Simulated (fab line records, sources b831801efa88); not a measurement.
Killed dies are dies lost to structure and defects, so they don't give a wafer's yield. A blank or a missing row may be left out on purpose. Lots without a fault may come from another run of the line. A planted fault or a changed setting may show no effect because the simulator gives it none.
One fault seen from 2 desks | flow gf180mcu | each desk has only its own numbers; what lay behind them comes last

THE TOOL OWNER'S DESK: cvd_w-02
The tool's own readings at GF_V3_CVD_23 (deposits W, target thk 350 nm, time 104.9 s): means of the sampled wafers that have a number, for each lot that ran on this tool. A lot is out of limits, marked OUT, if its mean lies more than 4 standard deviations from the usual mean; the brackets give that distance.
Columns: A = heater_power_w at GF_V3_CVD_23, usual 842 W
lot  | first seen here | A
L322 | day 22 20:04    | 814
L323 | day 23 02:59    | 825
L324 | day 23 11:38    | 805
L325 | day 23 17:38    | 808
L336 | day 27 09:50    | 802
L342 | day 29 19:16    | 815
This desk's finding: nothing out of limits on any of the 6 lots.

THE METROLOGY DESK
What the gauges read, lot by lot, whatever tool the lot ran on: means of the sampled wafers that have a number. A lot is out of limits, marked OUT, if its mean lies more than 4 standard deviations from the usual mean; the brackets give that distance.
Columns: A = V3_OVL at GF_V3_OVL_MEAS_15, usual -1 nm; B = V3_W_RS at GF_V3_RS_MEAS_24, usual 0.327 ohm/sq; C = V3_W_THK at GF_V3_THK_MEAS_25, usual 347 nm
lot  | first seen here | A  | B                | C
L322 | day 22 19:14    | -6 | 0.327            | 344
L323 | day 23 02:07    | 6  | 0.324            | 348
L324 | day 23 10:47    | 5  | 0.309 (-6.0) OUT | 369 (+5.3) OUT
L325 | day 23 16:50    | 9  | 0.306 (-6.9) OUT | 369 (+5.2) OUT
L326 | day 23 19:47    | 3  | 0.327            | 345
L335 | day 26 23:37    | 0  | 0.327            | 349
L336 | day 27 09:02    | -5 | 0.329            | 343
L337 | day 27 20:22    | 1  | 0.327            | 348
L338 | day 27 21:53    | -6 | 0.326            | 343
L339 | day 28 05:26    | -9 | 0.328            | 341
L340 | day 28 12:18    | 3  | 0.325            | 346
L342 | day 29 18:26    | 5  | 0.328            | 348
This desk's finding: out of limits on L324, L325; first on L324, day 23 11:45 (V3_W_RS at GF_V3_RS_MEAS_24). In limits: L322, L323, L326, L335, L336, L337, L338, L339, L340, L342.

PUT TOGETHER
The metrology desk could have raised an alarm at day 23 11:45, on L324, L325.
The tool owner's desk saw nothing out of limits.
The tool owner's desk has L324, L325 on record, within its limits.
Of the lots named, all ran GF_V3_CVD_23 on cvd_w-02.

WHAT THE SIMULATOR HAD PUT IN
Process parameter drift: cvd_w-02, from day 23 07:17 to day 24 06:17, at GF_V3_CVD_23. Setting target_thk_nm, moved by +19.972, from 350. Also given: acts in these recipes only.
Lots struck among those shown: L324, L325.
Hours from the fault's start to each desk's first reading out of limits: the metrology desk, 4.
